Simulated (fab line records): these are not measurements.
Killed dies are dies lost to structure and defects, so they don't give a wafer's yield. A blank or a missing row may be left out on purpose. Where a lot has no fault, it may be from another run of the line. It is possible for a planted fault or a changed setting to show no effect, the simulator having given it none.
fab line records	flow sky130
record lots=24	wafers=72	last-day=52
route steps=708 shown LOCAL_INTERCONNECT@400 METAL4@601 CAP2M@605 VIA4@660
lots with no fault: from the same line, run without faults
start-h: hours from the record's opening day to when the first of the lot's shown wafers began	wait-h: how many hours have passed since the lot's step before this one	" identical to the entry in the row above	L1.1+2: a row that stands for several wafers	- no value, or no start given	* or withheld: withheld	< > ~ a bound
route shown NAME@n: NAME is a module with steps in the file, n the number in the route of the first one	usual: mean/standard deviation taken from wafers without a fault	same: alike in all rows	chamber/n: place in a boat	sites: the reading at each site	_std_site: the standard deviation of these	_edge_site: outer sites' mean less inner sites'	radius-mm: for every site, how far away it sits from the centre of the wafer	mask NAME#n: copy n	behind: the tool/chamber that last shaped the wafer	hold: reason for holding the lot/hours on hold/outcome of the hold	device: the n, p or np transistor that did not switch	end of line: at the end of the route, the tests of the same wafers	step lacking rows: just its recipe	killed: count of dies lost to structure and defects at first sort (not the wafer's yield)	map: the dies of a wafer, with x for killed, . for not killed, _ for no die there
set.NAME: the setting that was run; set.NAME@STEP: the one run at that earlier step	model.NAME: the simulator's own value behind a step, which no gauge read
steps of the route over a sample of lots; a table a step, a row a wafer
services: from which hour (start-h, from the record's first day; less than 0 if before it) a tool's chamber was out of use, for how many hours, and why
## steps
# step SKY_LOCAL_INTERCONNECT_ETCH_13
# recipe chemistry=N2/H2	target=BARC	ion-energy-ev=200	bias-w=100	pressure-mtorr=30	n2-flow-sccm=100	h2-flow-sccm=200	icp-w=500	stop-on=SiO2	time-s=45.9	target-depth-a=600
# usual drypump-motor-current-A=5.9/0.43	oes-product-au=0.855/0.0048	throttle-valve-pct=13.225/0.0084
lot.wafer	tool	chamber	start-h	wait-h	drypump-motor-current-A	oes-product-au	rf-hours-counter-h	throttle-valve-pct
L074.1	rie-metal-02	0	651.57	0.0	6.5	0.852	0	13.228
L074.2	"	1	"	"	6.2	0.844	3	13.230
L074.3	"	1	"	"	6.1	0.855	-	13.226
L075.1	rie-metal-01	0	652.94	0.0	5.7	0.856	3	13.223
L075.3	"	0	"	"	5.7	0.851	-	13.219
L075.6	"	0	"	"	5.7	0.851	-	13.229
L076.1	rie-metal-04	1	653.89	0.0	5.6	0.864	0	13.232
L076.3	"	1	"	"	5.6	0.852	-	13.232
L076.6	"	1	"	"	5.7	0.861	-	13.225
L077.1	rie-metal-02	1	655.14	0.0	6.2	0.857	3	13.228
L077.3	"	1	"	"	6.2	0.850	-	13.232
L077.4	"	0	"	"	6.5	0.856	-	13.232
L078.2	rie-metal-01	0	669.67	0.0	5.6	0.852	3	13.229
L078.4	"	1	"	"	5.3	0.859	-	13.217
L078.5	"	1	"	"	5.3	0.857	-	13.218
L080.1	rie-metal-02	1	678.12	0.0	6.2	0.862	4	13.230
L080.2	"	0	"	"	6.5	0.859	1	13.233
L080.6	"	0	"	"	6.4	0.864	-	13.234
L079.1	rie-metal-04	0	680.66	0.0	6.4	0.854	0	13.218
L079.4	"	1	"	"	5.7	0.849	-	13.217
L079.5	"	0	"	"	6.5	0.860	-	13.218
L081.2	rie-metal-04	0	693.56	0.0	6.5	0.860	0	13.243
L081.4	"	1	"	"	5.7	0.859	-	13.235
L081.6	"	0	"	"	6.5	0.859	-	13.224
L082.2	rie-metal-04	1	702.89	0.0	5.7	0.852	2	13.231
L082.3	"	1	"	"	5.6	0.865	-	13.241
L082.4	"	0	"	"	6.5	0.855	-	13.231
L084.1	rie-metal-01	1	705.31	0.0	5.4	0.851	6	13.231
L084.3	"	1	"	"	5.4	0.862	-	13.232
L084.6	"	0	"	"	5.7	0.858	-	13.222
L083.2	rie-metal-02	1	706.46	0.0	6.2	0.852	5	13.217
L083.4	"	1	"	"	6.2	0.854	-	13.225
L083.5	"	1	"	"	6.2	0.850	-	13.229
L085.1	rie-metal-01	1	715.07	0.0	5.3	0.859	6	13.211
L085.2	"	0	"	"	5.7	0.854	5	13.228
L085.4	"	1	"	"	5.3	0.849	-	13.233
L086.2	rie-metal-04	0	723.46	0.0	6.5	0.851	1	13.222
L086.4	"	0	"	"	6.5	0.848	-	13.217
L086.5	"	0	"	"	6.5	0.856	-	13.220
L087.1	rie-metal-01	0	730.74	0.0	5.7	0.855	6	13.221
L087.3	"	1	"	"	5.3	0.859	-	13.233
L087.4	"	0	"	"	5.7	0.865	-	13.222
L088.1	rie-metal-02	1	733.72	0.0	6.2	0.853	6	13.238
L088.4	"	0	"	"	6.4	0.860	-	13.220
L088.6	"	0	"	"	6.5	0.859	-	13.219
L089.1	rie-metal-01	0	744.94	0.0	5.7	0.860	7	13.232
L089.2	"	1	"	"	5.3	0.859	8	13.219
L089.5	"	1	"	"	5.3	0.861	-	13.213
L090.1	rie-metal-04	0	758.84	0.0	6.5	0.861	3	13.230
L090.5	"	0	"	"	6.4	0.850	-	13.221
L090.6	"	1	"	"	5.7	0.850	-	13.210
L091.1	rie-metal-01	0	764.12	0.0	5.7	0.856	7	13.230
L091.3	"	1	"	"	5.3	0.860	-	13.229
L091.6	"	1	"	"	5.3	0.855	-	13.220
L094.2	rie-metal-04	1	950.51	0.0	5.6	0.850	14	13.220
L094.3	"	0	"	"	6.5	0.855	-	13.240
L094.4	"	1	"	"	5.6	0.856	-	13.220
L092.2	rie-metal-04	1	954.17	0.0	5.7	0.853	15	13.226
L092.4	"	0	"	"	6.5	0.860	-	13.218
L092.6	"	1	"	"	5.7	0.850	-	13.222
L093.2	rie-metal-02	0	956.56	0.0	6.5	0.862	12	13.222
L093.4	"	1	"	"	6.2	0.849	-	13.244
L093.6	"	0	"	"	6.5	0.853	-	13.223
L095.2	rie-metal-04	0	957.21	0.0	6.4	0.866	13	13.219
L095.3	"	1	"	"	5.6	0.860	-	13.223
L095.4	"	0	"	"	6.4	0.856	-	13.214
L096.2	rie-metal-01	1	958.16	0.0	5.3	0.851	20	13.237
L096.4	"	0	"	"	5.7	0.851	-	13.224
L096.6	"	0	"	"	5.7	0.855	-	13.224
L097.2	rie-metal-04	1	960.19	0.0	5.6	0.856	15	13.222
L097.3	"	1	"	"	5.6	0.850	-	13.222
L097.5	"	0	"	"	6.5	0.864	-	13.220
# step SKY_METAL4_SPUTTER_03
# recipe material=Ti	target-thk-nm=5	power-w=3000	time-s=3.3	chamber-pressure-pa=0.4
# usual throttle-valve-pct=29.7/1
lot.wafer	tool	chamber	start-h	wait-h	throttle-valve-pct
L074.1	pvd-sputter-01	-	883.81	0.0	30.8
L074.2	"	-	"	"	28.4
L074.3	"	-	"	"	31.6
L075.1	pvd-sputter-02	-	884.85	0.0	30.0
L075.3	"	-	"	"	29.9
L075.6	"	-	"	"	29.7
L076.1	pvd-sputter-02	-	885.99	0.0	30.3
L076.3	"	-	"	"	28.8
L076.6	"	-	"	"	29.0
L077.1	pvd-sputter-01	-	887.74	0.0	29.1
L077.3	"	-	"	"	28.1
L077.4	"	-	"	"	31.3
L078.2	pvd-sputter-01	-	898.74	0.0	28.2
L078.4	"	-	"	"	31.7
L078.5	"	-	"	"	29.3
L080.1	pvd-sputter-01	-	908.26	0.0	30.5
L080.2	"	-	"	"	29.3
L080.6	"	-	"	"	28.1
L079.1	pvd-sputter-03	-	910.37	0.0	28.8
L079.4	"	-	"	"	29.8
L079.5	"	-	"	"	28.9
L081.2	pvd-sputter-02	-	923.81	0.0	30.0
L081.4	"	-	"	"	30.1
L081.6	"	-	"	"	29.8
L082.2	pvd-sputter-03	-	932.60	0.0	28.5
L082.3	"	-	"	"	29.2
L082.4	"	-	"	"	30.0
L084.1	pvd-sputter-01	-	932.95	0.0	29.1
L084.3	"	-	"	"	31.5
L084.6	"	-	"	"	29.2
L083.2	pvd-sputter-02	-	934.79	0.0	29.9
L083.4	"	-	"	"	29.8
L083.5	"	-	"	"	28.8
L085.1	pvd-sputter-02	-	941.41	0.0	29.0
L085.2	"	-	"	"	29.7
L085.4	"	-	"	"	29.6
L086.2	pvd-sputter-01	-	949.74	0.0	29.2
L086.4	"	-	"	"	31.0
L086.5	"	-	"	"	28.2
L087.1	pvd-sputter-01	-	957.90	0.0	31.7
L087.3	"	-	"	"	28.3
L087.4	"	-	"	"	30.7
L088.1	pvd-sputter-03	-	960.96	0.0	28.9
L088.4	"	-	"	"	28.8
L088.6	"	-	"	"	29.2
L089.1	pvd-sputter-01	-	967.94	0.0	29.2
L089.2	"	-	"	"	28.4
L089.5	"	-	"	"	30.8
L090.1	pvd-sputter-01	-	980.50	0.0	31.3
L090.5	"	-	"	"	28.3
L090.6	"	-	"	"	31.6
L091.1	pvd-sputter-02	-	987.61	0.0	30.0
L091.3	"	-	"	"	30.2
L091.6	"	-	"	"	29.9
L094.2	pvd-sputter-03	-	1132.44	0.0	29.1
L094.3	"	-	"	"	29.0
L094.4	"	-	"	"	30.0
L092.2	pvd-sputter-01	-	1135.43	0.0	30.8
L092.4	"	-	"	"	31.3
L092.6	"	-	"	"	31.4
L093.2	pvd-sputter-01	-	1136.03	0.0	28.2
L093.4	"	-	"	"	29.3
L093.6	"	-	"	"	31.3
L095.2	pvd-sputter-03	-	1137.26	0.0	29.0
L095.3	"	-	"	"	30.2
L095.4	"	-	"	"	28.9
L096.2	pvd-sputter-01	-	1137.67	0.0	31.3
L096.4	"	-	"	"	30.7
L096.6	"	-	"	"	28.4
L097.2	pvd-sputter-01	-	1138.68	0.0	30.7
L097.3	"	-	"	"	31.3
L097.5	"	-	"	"	31.1
# step SKY_CAP2M_SPUTTER_02
# recipe material=TiN	target-thk-nm=200	temp-c=300	power-w=6500	time-s=166.7	chamber-pressure-pa=0.4
# usual throttle-valve-pct=29.4/1.3
lot.wafer	tool	chamber	start-h	wait-h	throttle-valve-pct
L074.1	pvd-sputter-04	-	884.01	0.1	28.2
L074.2	"	-	"	"	32.1
L074.3	"	-	"	"	27.9
L075.1	pvd-sputter-01	-	885.00	0.1	28.2
L075.3	"	-	"	"	29.2
L075.6	"	-	"	"	30.6
L076.1	pvd-sputter-04	-	886.19	0.1	28.1
L076.3	"	-	"	"	28.8
L076.6	"	-	"	"	32.2
L077.1	pvd-sputter-02	-	887.89	0.1	30.3
L077.3	"	-	"	"	29.1
L077.4	"	-	"	"	29.8
L078.2	pvd-sputter-04	-	898.89	0.0	28.6
L078.4	"	-	"	"	28.1
L078.5	"	-	"	"	32.2
L080.1	pvd-sputter-02	-	908.41	0.1	28.9
L080.2	"	-	"	"	29.9
L080.6	"	-	"	"	29.3
L079.1	pvd-sputter-01	-	910.52	0.1	28.3
L079.4	"	-	"	"	29.3
L079.5	"	-	"	"	28.3
L081.2	pvd-sputter-04	-	923.96	0.0	28.1
L081.4	"	-	"	"	32.1
L081.6	"	-	"	"	28.5
L082.2	pvd-sputter-02	-	932.75	0.0	29.8
L082.3	"	-	"	"	30.0
L082.4	"	-	"	"	30.1
L084.1	pvd-sputter-04	-	933.10	0.1	29.1
L084.3	"	-	"	"	28.0
L084.6	"	-	"	"	29.1
L083.2	pvd-sputter-01	-	934.94	0.0	28.5
L083.4	"	-	"	"	30.8
L083.5	"	-	"	"	31.7
L085.1	pvd-sputter-04	-	941.56	0.1	28.0
L085.2	"	-	"	"	28.9
L085.4	"	-	"	"	28.2
L086.2	pvd-sputter-02	-	949.89	0.0	30.0
L086.4	"	-	"	"	29.0
L086.5	"	-	"	"	29.9
L087.1	pvd-sputter-04	-	958.04	0.1	28.2
L087.3	"	-	"	"	28.9
L087.4	"	-	"	"	27.9
L088.1	pvd-sputter-01	-	961.11	0.1	28.3
L088.4	"	-	"	"	31.4
L088.6	"	-	"	"	28.2
L089.1	pvd-sputter-02	-	968.09	0.1	29.9
L089.2	"	-	"	"	29.8
L089.5	"	-	"	"	29.8
L090.1	pvd-sputter-02	-	980.65	0.1	30.1
L090.5	"	-	"	"	29.8
L090.6	"	-	"	"	30.0
L091.1	pvd-sputter-04	-	987.77	0.1	31.9
L091.3	"	-	"	"	28.2
L091.6	"	-	"	"	28.3
L094.2	pvd-sputter-04	-	1132.59	0.0	31.7
L094.3	"	-	"	"	28.8
L094.4	"	-	"	"	28.3
L092.2	pvd-sputter-04	-	1135.58	0.0	28.1
L092.4	"	-	"	"	32.1
L092.6	"	-	"	"	28.1
L093.2	pvd-sputter-04	-	1136.18	0.0	28.7
L093.4	"	-	"	"	32.1
L093.6	"	-	"	"	32.1
L095.2	pvd-sputter-04	-	1137.41	0.0	29.0
L095.3	"	-	"	"	27.8
L095.4	"	-	"	"	28.0
L096.2	pvd-sputter-04	-	1137.82	0.0	32.0
L096.4	"	-	"	"	28.1
L096.6	"	-	"	"	28.1
L097.2	pvd-sputter-04	-	1138.90	0.0	32.1
L097.3	"	-	"	"	29.0
L097.5	"	-	"	"	32.1
# step SKY_CAP2M_METAL_ETCH_13
# recipe target-depth-nm=220	stop-on=SiO2	chemistry=Cl2/BCl3	target=TiN	pressure-mtorr=10	icp-w=900	bias-w=48.5	Cl2_flow_sccm=60	bcl3-flow-sccm=30	time-s=62.9
# usual bcl3-flow-sccm=30.00/0.098	drypump-motor-current-A=6.0/0.48	oes-product-au=0.940/0.0074	throttle-valve-pct=21.903/0.0096
lot.wafer	tool	chamber	start-h	wait-h	bcl3-flow-sccm	drypump-motor-current-A	oes-product-au	rf-hours-counter-h	throttle-valve-pct
L074.1	rie-metal-02	0	910.17	0.0	30.19	6.5	0.924	10	21.909
L074.2	"	1	"	"	29.87	6.1	0.929	12	21.922
L074.3	"	1	"	"	29.92	6.1	0.920	-	21.921
L075.1	rie-metal-03	0	910.55	0.0	30.01	5.1	0.952	13	21.893
L075.3	"	1	"	"	29.99	5.6	0.946	-	21.898
L075.6	"	0	"	"	29.95	5.1	0.943	-	21.904
L076.1	rie-metal-02	0	911.80	0.0	30.04	6.5	0.924	10	21.899
L076.3	"	1	"	"	30.08	6.2	0.934	-	21.895
L076.6	"	0	"	"	30.04	6.5	0.940	-	21.904
L077.1	rie-metal-02	1	914.14	0.0	30.11	6.2	0.936	12	21.918
L077.3	"	0	"	"	30.11	6.5	0.941	-	21.910
L077.4	"	1	"	"	30.05	6.2	0.946	-	21.896
L078.2	rie-metal-03	0	925.00	0.0	30.12	5.1	0.938	13	21.917
L078.4	"	1	"	"	29.93	5.6	0.943	-	21.898
L078.5	"	0	"	"	29.99	5.1	0.943	-	21.912
L080.1	rie-metal-02	1	934.09	0.0	29.98	6.2	0.935	13	21.904
L080.2	"	0	"	"	30.34	6.5	0.933	10	21.884
L080.6	"	1	"	"	30.11	6.1	0.942	-	21.903
L079.1	rie-metal-02	1	936.09	0.0	30.04	6.1	0.934	13	21.901
L079.4	"	1	"	"	30.01	6.1	0.937	-	21.899
L079.5	"	0	"	"	29.90	6.5	0.934	-	21.905
L081.2	rie-metal-04	0	948.64	0.0	30.14	6.4	0.937	12	21.912
L081.4	"	0	"	"	30.00	6.5	0.945	-	21.913
L081.6	"	1	"	"	29.93	5.6	0.937	-	21.898
L082.2	rie-metal-02	0	957.47	0.0	30.04	6.5	0.944	12	21.888
L082.3	"	1	"	"	30.00	6.2	0.953	-	21.909
L082.4	"	0	"	"	30.09	6.5	0.957	-	21.898
L084.1	rie-metal-03	1	958.10	0.0	30.04	5.6	0.939	6	21.902
L084.3	"	1	"	"	29.97	5.6	0.930	-	21.915
L084.6	"	0	"	"	29.97	5.1	0.941	-	21.905
L083.2	rie-metal-02	0	960.32	0.0	29.94	6.5	0.932	13	21.902
L083.4	"	0	"	"	30.09	6.5	0.938	-	21.917
L083.5	"	1	"	"	29.89	6.2	0.943	-	21.906
L085.1	rie-metal-03	1	966.07	0.0	30.01	5.6	0.937	6	21.898
L085.2	"	0	"	"	30.01	5.1	0.945	16	21.922
L085.4	"	0	"	"	30.02	5.1	0.940	-	21.913
L086.2	rie-metal-02	0	974.07	0.0	29.82	6.5	0.951	13	21.908
L086.4	"	0	"	"	29.84	6.5	0.937	-	21.910
L086.5	"	1	"	"	30.06	6.1	0.943	-	21.893
L087.1	rie-metal-02	1	983.94	0.0	29.89	6.1	0.942	16	21.907
L087.3	"	1	"	"	30.02	6.1	0.951	-	21.895
L087.4	"	0	"	"	30.02	6.5	0.938	-	21.906
L088.1	rie-metal-02	1	986.55	0.0	29.79	6.2	0.946	16	21.909
L088.4	"	1	"	"	29.93	6.1	0.936	-	21.887
L088.6	"	0	"	"	30.04	6.5	0.943	-	21.878
L089.1	rie-metal-04	0	993.37	0.0	29.95	6.4	0.941	14	21.894
L089.2	"	1	"	"	30.13	5.6	0.938	16	21.887
L089.5	"	0	"	"	30.13	6.4	0.946	-	21.898
L090.1	rie-metal-04	1	1006.55	0.0	29.93	5.6	0.940	17	21.907
L090.5	"	1	"	"	29.93	5.6	0.947	-	21.908
L090.6	"	0	"	"	29.98	6.5	0.938	-	21.910
L091.1	rie-metal-02	1	1011.99	0.0	29.88	6.2	0.943	17	21.925
L091.3	"	0	"	"	30.05	6.5	0.940	-	21.904
L091.6	"	0	"	"	29.74	6.5	0.946	-	21.896
L094.2	rie-metal-04	0	1149.30	0.0	30.07	6.5	0.944	24	21.895
L094.3	"	1	"	"	30.19	5.6	0.941	-	21.902
L094.4	"	0	"	"	30.10	6.4	0.948	-	21.907
L092.2	rie-metal-02	0	1151.52	0.0	30.06	6.5	0.952	-	21.890
L092.4	"	0	"	"	30.03	6.5	0.951	-	21.893
L092.6	"	0	"	"	30.02	6.5	0.936	-	21.902
L093.2	rie-metal-03	0	1152.98	0.0	30.03	5.1	0.940	26	21.897
L093.4	"	1	"	"	29.93	5.6	0.940	-	21.919
L093.6	"	1	"	"	29.91	5.6	0.947	-	21.893
L095.2	rie-metal-03	1	1154.84	0.0	30.09	5.6	0.938	16	21.907
L095.3	"	1	"	"	29.94	5.6	0.924	-	21.910
L095.4	"	0	"	"	30.00	5.1	0.938	-	21.910
L096.2	rie-metal-02	0	1155.05	0.0	30.01	6.5	0.935	-	21.911
L096.4	"	0	"	"	30.06	6.5	0.946	-	21.908
L096.6	"	0	"	"	29.93	6.4	0.932	-	21.913
L097.2	rie-metal-03	0	1155.14	0.0	29.85	5.1	0.935	26	21.913
L097.3	"	1	"	"	30.01	5.6	0.930	-	21.892
L097.5	"	0	"	"	29.84	5.1	0.936	-	21.912
# step SKY_METAL4_DESCUM_15
# recipe chemistry=O2	source-power-w=150	bias-power-w=0	pressure-mtorr=10	temp-c=40	time-s=8
# usual drypump-motor-current-A=5.5/0.32	oes-product-au=0.993/0.0092
lot.wafer	tool	chamber	start-h	wait-h	drypump-motor-current-A	oes-product-au	rf-hours-counter-h
L074.1	rie-metal-01	1	936.56	0.0	5.3	0.991	18
L074.2	"	0	"	"	5.6	0.982	15
L074.3	"	1	"	"	5.3	0.995	-
L075.1	rie-metal-03	1	937.26	0.0	5.6	0.995	4
L075.3	"	0	"	"	5.1	0.988	-
L075.6	"	1	"	"	5.6	1.001	-
L076.1	rie-metal-01	1	938.59	0.0	5.3	0.997	18
L076.3	"	0	"	"	5.6	0.985	-
L076.6	"	1	"	"	5.3	0.999	-
L077.1	rie-metal-01	1	940.31	0.0	5.3	1.010	19
L077.3	"	1	"	"	5.3	1.010	-
L077.4	"	0	"	"	5.7	0.980	-
L078.2	rie-metal-03	1	951.14	0.0	5.6	0.996	5
L078.4	"	0	"	"	5.1	0.984	-
L078.5	"	0	"	"	5.1	0.995	-
L080.1	rie-metal-03	0	959.84	0.0	5.1	0.990	16
L080.2	"	1	"	"	5.6	1.008	6
L080.6	"	1	"	"	5.6	0.997	-
L079.1	rie-metal-03	0	961.94	0.0	5.1	0.989	16
L079.4	"	1	"	"	5.6	0.985	-
L079.5	"	1	"	"	5.6	1.000	-
L081.2	rie-metal-03	0	973.86	0.0	5.1	0.981	16
L081.4	"	0	"	"	5.1	0.978	-
L081.6	"	1	"	"	5.6	0.987	-
L082.2	rie-metal-03	1	983.54	0.0	5.6	1.003	6
L082.3	"	1	"	"	5.6	1.006	-
L082.4	"	0	"	"	5.1	0.994	-
L084.1	rie-metal-01	1	984.84	0.0	5.3	0.982	21
L084.3	"	1	"	"	5.3	0.995	-
L084.6	"	0	"	"	5.7	0.995	-
L083.2	rie-metal-04	0	986.09	0.0	6.4	0.997	14
L083.4	"	0	"	"	6.5	0.992	-
L083.5	"	0	"	"	6.5	0.995	-
L085.1	rie-metal-03	1	992.64	0.0	5.6	0.995	7
L085.2	"	0	"	"	5.1	0.993	17
L085.4	"	0	"	"	5.1	0.987	-
L086.2	rie-metal-03	1	1000.24	0.0	5.6	0.985	7
L086.4	"	0	"	"	5.1	0.991	-
L086.5	"	0	"	"	5.1	0.998	-
L087.1	rie-metal-01	0	1009.56	0.0	5.7	0.977	19
L087.3	"	1	"	"	5.3	0.993	-
L087.4	"	0	"	"	5.6	0.983	-
L088.1	rie-metal-01	1	1011.39	0.0	5.3	1.011	23
L088.4	"	1	"	"	5.3	0.998	-
L088.6	"	0	"	"	5.7	0.998	-
L089.1	rie-metal-01	0	1017.66	0.0	5.7	0.977	20
L089.2	"	1	"	"	5.3	0.997	23
L089.5	"	1	"	"	5.3	0.994	-
L090.1	rie-metal-03	1	1029.51	0.0	5.7	0.998	9
L090.5	"	1	"	"	5.7	0.986	-
L090.6	"	0	"	"	5.1	0.993	-
L091.1	rie-metal-04	1	1034.46	0.0	5.6	1.013	18
L091.3	"	1	"	"	5.6	1.019	-
L091.6	"	0	"	"	6.4	0.997	-
L094.2	rie-metal-01	1	1166.66	0.0	5.3	0.995	10
L094.3	"	1	"	"	5.4	0.989	-
L094.4	"	0	"	"	5.7	0.985	-
L092.2	rie-metal-03	1	1168.71	0.0	5.7	0.995	17
L092.4	"	0	"	"	5.1	0.991	-
L092.6	"	0	"	"	5.1	0.988	-
L093.2	rie-metal-01	1	1170.35	0.0	5.3	0.991	10
L093.4	"	1	"	"	5.3	0.991	-
L093.6	"	1	"	"	5.3	0.997	-
L095.2	rie-metal-01	1	1172.65	0.0	5.3	0.989	10
L095.3	"	1	"	"	5.3	0.995	-
L095.4	"	0	"	"	5.6	0.989	-
L096.2	rie-metal-03	1	1173.00	0.0	5.7	0.996	17
L096.4	"	1	"	"	5.6	0.995	-
L096.6	"	0	"	"	5.1	0.991	-
L097.2	rie-metal-04	1	1173.35	0.0	5.6	1.019	29
L097.3	"	1	"	"	5.6	1.017	-
L097.5	"	0	"	"	6.4	0.990	-
# step SKY_VIA4_CMP_21
# recipe stop-on=SiO2	t-overpolish-s=25	down-force-psi=3.5	platen-rpm=60	target-thk-nm=0	pad-velocity-m-s=0.94248
# usual edge-zone-pressure-frac=1.001/0.0053	motor-current-A=10.8/0.92	overpolish-run-s=25.000/0.0086	retaining-ring-pressure-frac=1.000/0.0052	time-to-endpoint-s=121/3.6
# same t-overpolish-s=25
lot.wafer	tool	chamber	start-h	wait-h	edge-zone-pressure-frac	motor-current-A	overpolish-run-s	retaining-ring-pressure-frac	time-to-endpoint-s
L075.3	cmp-02	0	964.53	0.1	1.000	10.8	24.998	0.994	118
L075.1	"	2	"	"	1.006	12.0	25.002	0.996	124
L075.6	"	3	"	"	0.997	10.7	24.995	1.011	119
L074.1	cmp-01	3	964.78	0.2	1.002	10.9	24.998	1.003	115
L074.3	"	0	"	"	0.997	9.5	24.986	0.993	123
L074.2	"	1	"	"	0.990	11.1	25.000	1.016	119
L076.3	cmp-02	1	966.55	0.1	0.989	9.7	24.995	1.004	121
L076.1	"	3	"	"	0.994	11.1	25.013	1.000	122
L076.6	"	0	"	"	1.003	11.3	25.011	1.005	117
L077.1	cmp-01	3	967.92	0.1	1.007	11.7	24.998	0.994	120
L077.3	"	0	"	"	1.002	9.4	25.005	1.009	122
L077.4	"	1	"	"	0.995	11.0	24.998	1.003	118
L078.4	cmp-02	0	978.33	0.0	1.006	11.7	25.008	1.005	121
L078.2	"	3	"	"	1.001	10.5	24.998	1.000	121
L078.5	"	1	"	"	1.008	9.7	24.980	1.000	124
L080.1	cmp-02	1	987.84	0.1	1.010	9.6	25.000	1.002	123
L080.2	"	2	"	"	1.002	11.9	24.999	1.008	118
L080.6	"	3	"	"	1.000	11.1	24.992	0.997	117
L079.1	cmp-01	2	990.21	0.1	1.003	9.8	25.010	1.008	114
L079.4	"	0	"	"	1.002	9.1	25.008	1.001	119
L079.5	"	2	"	"	0.998	10.3	25.010	1.002	118
L081.4	cmp-02	0	1001.48	0.0	1.004	11.2	25.007	1.005	120
L081.2	"	1	"	"	0.994	9.4	24.990	0.994	125
L081.6	"	1	"	"	0.999	9.5	24.992	1.001	124
L082.4	cmp-01	2	1011.49	0.6	1.003	10.2	25.008	0.992	120
L082.3	"	3	"	"	0.995	11.0	25.008	1.003	117
L082.2	"	0	"	"	1.005	9.2	25.011	1.007	120
L084.3	cmp-01	3	1012.04	0.5	0.991	10.8	24.994	1.004	114
L084.1	"	2	"	"	0.999	9.9	25.001	0.999	119
L084.6	"	3	"	"	0.998	10.8	25.020	1.005	114
L083.4	cmp-02	2	1012.77	0.2	1.011	12.5	25.003	1.002	122
L083.2	"	1	"	"	0.999	10.2	24.999	0.999	119
L083.5	"	2	"	"	1.007	12.4	25.006	0.999	121
L085.4	cmp-02	3	1018.26	0.0	1.009	10.4	25.002	0.998	122
L085.2	"	0	"	"	1.006	12.0	24.997	1.005	122
L085.1	"	1	"	"	1.004	10.0	25.005	0.998	130
L086.4	cmp-02	2	1025.54	0.1	1.003	12.3	25.001	1.010	117
L086.2	"	0	"	"	1.009	10.8	25.012	1.008	115
L086.5	"	2	"	"	1.007	12.2	25.004	1.007	119
L087.1	cmp-01	0	1034.31	0.1	0.995	9.5	24.993	0.999	120
L087.4	"	1	"	"	0.982	11.1	25.006	1.010	117
L087.3	"	3	"	"	1.004	11.4	25.005	1.001	120
L088.4	cmp-01	2	1036.21	0.0	0.999	10.4	25.004	1.003	119
L088.1	"	3	"	"	1.004	11.3	25.015	0.996	117
L088.6	"	3	"	"	1.005	11.8	25.014	0.997	117
L089.1	cmp-02	0	1042.62	0.1	0.998	10.6	24.983	1.005	122
L089.2	"	1	"	"	1.003	10.1	24.998	1.004	123
L089.5	"	3	"	"	1.005	10.4	25.004	1.010	122
L090.1	cmp-01	0	1053.01	0.2	1.004	9.4	24.992	0.993	123
L090.5	"	1	"	"	0.997	11.1	25.003	1.008	120
L090.6	"	2	"	"	1.001	10.1	24.986	0.998	126
L091.1	cmp-02	3	1057.82	0.1	1.013	10.8	24.996	1.003	122
L091.3	"	2	"	"	0.997	12.2	25.008	0.994	125
L091.6	"	3	"	"	1.013	10.6	25.002	1.000	120
L094.4	cmp-01	3	1188.56	3.4	1.002	11.6	24.976	1.002	122
L094.3	"	0	"	"	1.005	9.2	24.994	0.982	126
L094.2	"	2	"	"	0.988	10.3	25.000	0.994	127
L092.2	cmp-02	2	1189.74	2.7	1.001	12.2	25.008	0.994	120
L092.4	"	3	"	"	1.003	11.0	25.008	0.997	126
L092.6	"	1	"	"	1.000	9.7	24.998	1.010	128
L093.2	cmp-02	2	1190.34	2.3	0.997	11.7	25.016	0.999	122
L093.4	"	3	"	"	1.002	10.6	25.004	0.997	126
L093.6	"	2	"	"	0.993	12.2	24.996	0.992	122
L096.4	cmp-02	3	1191.24	2.2	0.994	10.7	25.005	1.004	124
L096.2	"	1	"	"	1.005	9.7	25.009	1.003	131
L096.6	"	3	"	"	0.997	10.3	25.002	0.993	121
L095.2	cmp-01	2	1191.26	2.0	1.001	10.4	25.003	0.994	121
L095.4	"	3	"	"	0.998	11.4	25.004	0.993	118
L095.3	"	0	"	"	1.005	9.3	25.002	1.004	124
L097.3	cmp-02	2	1191.54	2.2	1.002	12.1	24.995	0.997	123
L097.2	"	3	"	"	0.997	10.9	25.018	1.001	125
L097.5	"	1	"	"	1.004	9.4	24.991	0.996	129
## services
tool	chamber	start-h	hours	kind
rie-metal-01	-	628.98	14.6	pm
pvd-sputter-01	-	632.55	13.2	repair
rie-metal-02	-	641.03	0.9	repair
pvd-sputter-01	-	655.29	3.6	repair
pvd-sputter-01	-	666.87	0.5	repair
pvd-sputter-04	-	676.88	4.2	repair
pvd-sputter-04	-	677.80	2.1	repair
rie-metal-03	-	725.87	2.8	pm
pvd-sputter-01	-	766.60	15.7	repair
rie-metal-02	-	791.50	1.4	pm
rie-metal-01	-	805.85	0.6	repair
rie-metal-03	0	843.20	6.2	repair
rie-metal-02	-	870.42	2.8	pm
rie-metal-01	0	892.38	5.6	repair
rie-metal-01	-	903.89	0.6	repair
rie-metal-01	0	905.20	11.6	repair
rie-metal-04	0	920.32	3.0	repair
rie-metal-01	1	923.25	1.1	repair
pvd-sputter-01	-	964.51	0.8	repair
rie-metal-01	-	967.78	1.3	repair
rie-metal-01	-	977.32	2.8	pm
rie-metal-02	1	988.70	3.0	repair
rie-metal-02	-	1104.68	2.4	repair
pvd-sputter-01	-	1160.79	2.6	repair
## key
fault none
